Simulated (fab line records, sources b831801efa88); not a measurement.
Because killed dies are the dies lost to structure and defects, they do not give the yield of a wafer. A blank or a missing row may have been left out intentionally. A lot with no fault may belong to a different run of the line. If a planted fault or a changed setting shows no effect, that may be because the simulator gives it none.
Comparing a struck lot with a sound one -- flow sky130 -- 14 steps out of a route of 708
Sound: the wafers L352.1, L352.4, L352.6. Wafers struck: L350.2, L350.4, L350.5. At the end, the cause is stated.
At each step with rows: each side's tool, then ch and its chambers, then its first start. Under that, the readings that differ: sound wafers -- struck wafers -- difference of the means -- sigmas: that difference in standard deviations of wafers without a fault.
alike: readings with means less than 2 such deviations apart, plus words and numbers identical on both sides. not compared: withheld readings, readings lacking a value on some wafer, bounds such as >300 that could conceal the same value, and numbers that have no deviation in the record and whose values overlap.
Wherever a step has rows on one side only, a row that says differs or no value, or a row with sigmas, the two part there. Numbers that have no deviation but don't overlap get no sigmas and don't part them. Lack of a reading on every wafer of one side parts them only where that side has two or more wafers.

SKY_CONTACT_OVL_MEAS_15:
  struck on overlay-01, day 35 10:10; sound on overlay-02, day 35 21:22
  alike: CONTACT_OVL
SKY_CONTACT_ETCH_16: etches BARC in N2/H2, stops on SiO2, time 45.9 s, target depth 60 nm.
  sound on rie diel-03 ch 1,2,3, day 35 21:25; struck on rie diel-01 ch 0,2, day 35 10:11
  alike: chamber pressure mTorr, drypump motor current A, oes product au, throttle valve pct
  not compared: rf hours counter h
SKY_CONTACT_ETCH_17: etches SiO2 in C4F8/O2/Ar, stops on Si3N4, target depth 340 nm.
  sound on rie diel-03 ch 1,2,3, day 35 21:27; struck on rie diel-01 ch 0,2, day 35 10:14
  alike: chamber pressure mTorr, oes product au
then, 1 step without rows for these wafers: SKY_CONTACT_ETCH_18 (etches Si3N4 in CHF3/O2, stops on TiN, time 39 s, target depth 75 nm).
SKY_CONTACT_STRIP_19: strips in O2/N2.
  sound on plasma asher-04 ch 0,1, day 35 21:32; struck on plasma asher-04 ch 1, day 35 10:19
  alike: chamber pressure mTorr, drypump motor current A, oes product au, strip time to endpoint s
  not compared: rf hours counter h
then, 3 steps without rows for these wafers: SKY_CONTACT_STRIP_20 (strips in post etch residue remover, time 1200 s); SKY_CONTACT_CLEAN_21 (cleans in IPA, time 180 s); SKY_CONTACT_CLEAN_22 (cleans in O3/DIW).
SKY_CONTACT_SPUTTER_23: material TiN, target thk 20 nm, time 80 s.
  struck on pvd sputter-02, day 35 11:00; sound on pvd sputter-02, day 35 22:11
  alike: throttle valve pct
SKY_CONTACT_CVD_24: deposits W, target thk 340 nm, time 102.12 s.
  sound on cvd w-02 ch 0,1, day 35 22:15; struck on cvd w-01 ch 0,1, day 35 11:04
  alike: heater power w
SKY_CONTACT_RS_MEAS_25: uses a four-point probe to measure.
  struck on film metro-02, day 35 11:12; sound on film metro-02, day 35 22:22
  alike: CONTACT_W_RS
SKY_CONTACT_THK_MEAS_26: measures by xrf.
  struck on film metro-02, day 35 11:19; sound on film metro-02, day 35 22:29
  alike: CONTACT_W_THK
SKY_CONTACT_CMP_27: polishes, stops on SiO2, t overpolish 15 s, target thk 0 nm.
  sound on cmp-01 ch 0,1,2, day 35 22:35; struck on cmp-01 ch 0,1, day 35 11:22
  no value came back on the struck wafers for any of 5 readings (edge zone pressure frac, head pressure psi (psi) and others); on the sound wafers edge zone pressure frac reads 1.006 1.006 1.006
reading,sound,struck,difference,sigmas
model.W_of_CONTACT_CVD_24.thk nm (nm),0 0 0,340.6 344.4 339,+341.3,
  not compared: model.SiO2_of_CONTACT_HDPCVD_02.thk nm
-- the record jumps here: 13 days lie between the struck wafers' starts before and after (it left off in module CONTACT and takes up again in module PAD_OPEN, whose first step shown is number 708 of the route) --
SKY_PAD_OPEN_PROBE_99:
  only the struck wafers here have rows in the record (prober-01, day 48 13:50); the sound ones have none

== WHERE THEY PART ==
First at SKY_CONTACT_CMP_27; last, within this record, at SKY_PAD_OPEN_PROBE_99.

WHY: whatever the simulator had introduced
Whole step skipped at SKY_CONTACT_CMP_27 on cmp-01, starting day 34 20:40. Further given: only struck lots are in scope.
